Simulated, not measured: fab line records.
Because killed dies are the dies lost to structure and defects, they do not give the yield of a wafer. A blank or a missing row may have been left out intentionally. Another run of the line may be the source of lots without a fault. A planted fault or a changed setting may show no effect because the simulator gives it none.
One fault through the eyes of 2 desks	flow gf180mcu	numbers are kept per desk, each desk with only its own; the story behind them comes last

## AT THE TOOL OWNER'S DESK: implanter-02
The tool's own readings at GF_MVPSD_IMPLANT_08: means of the sampled wafers that have a number, for each lot that ran on this tool. Any lot whose mean is over 4 standard deviations away from the usual mean is out of limits and marked OUT; that distance is given in the brackets.
Columns: A = dose_ions_cm2 at GF_MVPSD_IMPLANT_08, usual 1.5004e+13; B = tilt_deg at GF_MVPSD_IMPLANT_08, usual -0.005 degrees
lot	first seen here	A	B
L643	day 5 00:05	1.5009e+13	-0.028
L644	day 5 06:07	1.4997e+13	-0.015
L645	day 5 13:29	1.4994e+13	0.003
L646	day 5 19:59	1.4988e+13	0.028
L649	day 6 13:54	1.4982e+13	-0.003
Finding of this desk: none of the 5 lots has anything out of limits.

## THE METROLOGY DESK
Lot by lot, what the gauges showed, no matter which tool ran the lot: averages of those sampled wafers that carry a number. Any lot whose mean is over 4 standard deviations away from the usual mean is out of limits and marked OUT; that distance is given in the brackets.
Columns: A = MVSD_TW at GF_MVSD_TW_MEAS_11, usual 1564; B = MVPSD_RS at GF_VT_IMPLANT_RS_MEAS_49, usual 1169 ohm/sq; C = POLY_GATE_CVD_00_THK at GF_POLY_GATE_THK_MEAS_01, usual 200.9 nm
lot	first seen here	A	B	C
L643	day 4 10:13	1547	1172	199.2
L644	day 4 15:16	1563	1169	204.9
L645	day 4 23:08	1578	1176	200.8
L646	day 5 05:33	1564	1174	201.1
L647	day 5 10:54	1587	1166	200.3
L649	day 5 23:26	1571	1174	199.1
L656	day 7 13:14	1556	1172	203.8
L657	day 8 01:32	1575	1170	201.3
L659	day 8 07:46	1549	1166	203.1
L661	day 8 21:12	1549	1169	202.0
L663	day 9 07:24	1559	1172	201.0
L665	day 9 18:04	1561	1166	202.3
Finding of this desk: none of the 12 lots has anything out of limits.

## PUT TOGETHER
The desk of the tool owner found nothing out of limits.
At the metrology desk, nothing out of limits was observed.

## WHAT THE SIMULATOR HAD INSERTED
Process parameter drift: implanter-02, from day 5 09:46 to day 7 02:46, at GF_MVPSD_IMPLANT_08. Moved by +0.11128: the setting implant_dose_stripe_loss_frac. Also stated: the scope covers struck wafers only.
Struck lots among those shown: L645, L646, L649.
